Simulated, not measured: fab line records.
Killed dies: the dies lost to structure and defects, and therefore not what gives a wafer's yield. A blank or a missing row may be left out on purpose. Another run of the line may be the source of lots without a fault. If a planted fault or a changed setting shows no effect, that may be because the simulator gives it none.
Matching of chambers    flow gf180mcu    cmp-01 running GF_STI_CMP_25: 4 sister chambers
The step polishes, stops on Si3N4, t overpolish 33 s, target thk 524.6 nm. 16 wafers are shown with their chamber, then 8 later ones without.

## WAFERS, EACH WITH ITS CHAMBER
wafer   chamber  motor_current_A (A)  time_to_endpoint_s (s)  overpolish_run_s (s)
L284.1  3        12.4                 126                     33.003
L284.3  1        13.1                 126                     32.995
L284.4  2        12.9                 128                     32.997
L289.2  3        12.6                 124                     32.999
L289.3  2        12.0                 124                     33.017
L289.4  1        12.6                 122                     32.995
L293.2  2        12.8                 125                     33.012
L293.3  3        12.4                 119                     32.989
L293.4  1        12.9                 116                     33.004
L296.1  2        12.5                 123                     32.997
L296.2  3        12.2                 121                     32.988
L296.4  1        12.9                 124                     33.000
L297.2  0        11.1                 119                     32.997
L297.3  1        12.6                 122                     33.008
L297.6  3        13.0                 117                     32.996
L298.4  2        13.3                 122                     33.006

SIGNATURES (averages over the wafers above)
reading             chamber 0  chamber 1  chamber 2  chamber 3  scatter within a chamber
motor_current_A     11.100     12.820     12.700     12.520     0.353
time_to_endpoint_s  119.00     122.00     124.40     121.40     3.3
overpolish_run_s    32.99700   33.00040   33.00580   32.99500   0.00715
Rule: for a wafer and a chamber, the distance is found by dividing, reading by reading, the gap between the wafer's reading and the chamber's mean by the reading's scatter, squaring, summing and taking the root. If the next closest chamber is less than 2 further off than the closest, the wafer can't be placed; otherwise it belongs to the closest. How the scatter is found: for the shown wafers, subtract from each reading the mean of its chamber, square and add these, divide the total by (wafers less chambers), then take the root.

## WAFERS WITHOUT THEIR CHAMBER
wafer   motor_current_A (A)  time_to_endpoint_s (s)  overpolish_run_s (s)
L298.5  11.0                 122                     33.006
L298.6  12.2                 113                     32.991
L299.1  10.5                 117                     32.999
L299.2  11.9                 113                     33.013
L299.6  12.4                 114                     33.001
L301.2  13.3                 121                     33.009
L301.5  10.7                 122                     32.989
L301.6  12.3                 121                     32.995

## EACH ONE'S CHAMBER
wafer   from the rows above                in truth
L298.5  0                                  0
L298.6  can't be placed: 3 or 1 or 0 or 2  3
L299.1  0                                  0
L299.2  can't be placed: 0 or 3 or 1 or 2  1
L299.6  can't be placed: 3 or 1 or 2 or 0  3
L301.2  can't be placed: 1 or 2 or 3       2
L301.5  0                                  0
L301.6  can't be placed: 3 or 1 or 2       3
Placed correctly: 3 of 8. Cannot be placed on the basis of these rows: 5; the candidates contain the true chamber in 5. Number placed wrongly: 0.
